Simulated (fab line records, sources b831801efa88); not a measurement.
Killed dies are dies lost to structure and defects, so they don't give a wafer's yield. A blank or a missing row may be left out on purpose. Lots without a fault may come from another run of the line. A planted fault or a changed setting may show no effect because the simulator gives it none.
A struck lot beside a sound one | flow gf180mcu | 16 steps out of a route of 602
Sound: wafers L498.3, L498.4, L498.5. Struck: wafer L496.1. (L496.4, L496.6 of the same lot were not struck and are left out.) The cause comes at the end.
At each step with rows: each side's tool, then ch and its chambers, then its first start. Under that, the readings that differ: sound wafers | struck wafers | difference of the means | sigmas: that difference in standard deviations of wafers without a fault.
alike: readings whose means differ by less than 2 such deviations, and words and numbers that are the same on both sides. not compared: withheld readings, readings that some wafer has no value for, bounds like >300 that may hide the same value, and numbers for which the record gives no deviation and whose values overlap.
The two part at a step that has a row with sigmas, a row that says differs or no value, or rows on one side only. Numbers that don't overlap but have no deviation are shown without sigmas and don't part them. A reading that every wafer of one side lacks parts them only if that side has two wafers or more.

first, 4 steps without rows for these wafers: GF_SAB_SOFTBAKE_05 (time 60 s); GF_SAB_EXPOSE_06 (exposes mask SAB, target cd 420 nm); GF_SAB_PEB_07; GF_SAB_DEVELOP_08 (develop time 60 s).
GF_SAB_CD_MEAS_09: target cd 420 nm.
  sound on cd_sem-01, day 19 10:20; struck on cd_sem-01, day 18 13:32
  reading    | sound             | struck | difference | sigmas
  cd_nm (nm) | 418.1 419.4 416.8 | 423.1  | +5.0       | +2
GF_SAB_OVL_MEAS_10:
  sound on overlay-01, day 19 10:25; struck on overlay-01, day 18 13:40
  alike: SAB_OVL
GF_SAB_ETCH_11: etches SiO2 in C4F8/O2/Ar, target depth 55 nm, time 8.5 s.
  sound on rie_diel-02 ch 0,2, day 19 10:26; struck on rie_diel-04 ch 3, day 18 13:41
  alike: oes_product_au
  not compared: rf_hours_counter_h
then, 1 step without rows for these wafers: GF_SAB_WET_ETCH_12 (etches SiO2 in dHF, target depth 22 nm, time 440 s).
GF_SAB_STRIP_13: strips in O2/N2.
  sound on plasma_asher-01 ch 0,1, day 19 10:38; struck on plasma_asher-01 ch 1, day 18 13:52
  reading                      | sound             | struck | difference                   | sigmas
  rf_hours_counter_h (h)       | - - -             | 29     | no value on the sound wafers |
  strip_time_to_endpoint_s (s) | 12.63 12.65 12.64 | 12.56  | -0.08                        | -3
  alike: drypump_motor_current_A, heater_power_w, oes_product_au
then, 2 steps without rows for these wafers: GF_SALICIDE_CLEAN_00 (cleans in SC1/SC2, time 150 s); GF_SALICIDE_WET_ETCH_01 (etches SiO2 in dHF, target depth 5 nm, time 100 s).
GF_SALICIDE_SPUTTER_02: material Co, target thk 10 nm, time 20 s.
  sound on pvd_sputter-02, day 19 10:51; struck on pvd_sputter-03, day 18 14:03
  alike: chamber_pressure_pa, throttle_valve_pct
GF_SALICIDE_SPUTTER_03: material TiN, target thk 20 nm, time 16.7 s.
  sound on pvd_sputter-02, day 19 10:52; struck on pvd_sputter-03, day 18 14:05
  reading                                      | sound             | struck | difference | sigmas
  model.TiN_of_SALICIDE_SPUTTER_03.thk_nm (nm) | 19.69 20.06 19.59 | 22.01  | +2.23      |
  alike: chamber_pressure_pa, throttle_valve_pct
GF_SALICIDE_RS_MEAS_04: measures by four-point-probe.
  sound on film_metro-02, day 19 10:56; struck on film_metro-04, day 18 14:06
  alike: SALICIDE_TIN_RS
GF_SALICIDE_THK_MEAS_05: measures by xrf.
  sound on film_metro-02, day 19 11:02; struck on film_metro-04, day 18 14:13
  reading               | sound             | struck | difference | sigmas
  SALICIDE_TIN_THK (nm) | 19.46 19.74 19.29 | 21.67  | +2.17      | +10
GF_SALICIDE_RTA_06: time 30 s.
  sound on rtp_anneal-02 ch 0, day 19 11:07; struck on rtp_anneal-01 ch 0, day 18 14:17
  reading          | sound             | struck | difference | sigmas
  wafer_temp_C_max | 530.9 531.0 531.2 | 532.2  | +1.2       | +2
  alike: lamp_power_pct

WHERE THEY PART
First at GF_SAB_CD_MEAS_09; last, within this record, at GF_SALICIDE_RTA_06.

WHY: what the simulator had put in
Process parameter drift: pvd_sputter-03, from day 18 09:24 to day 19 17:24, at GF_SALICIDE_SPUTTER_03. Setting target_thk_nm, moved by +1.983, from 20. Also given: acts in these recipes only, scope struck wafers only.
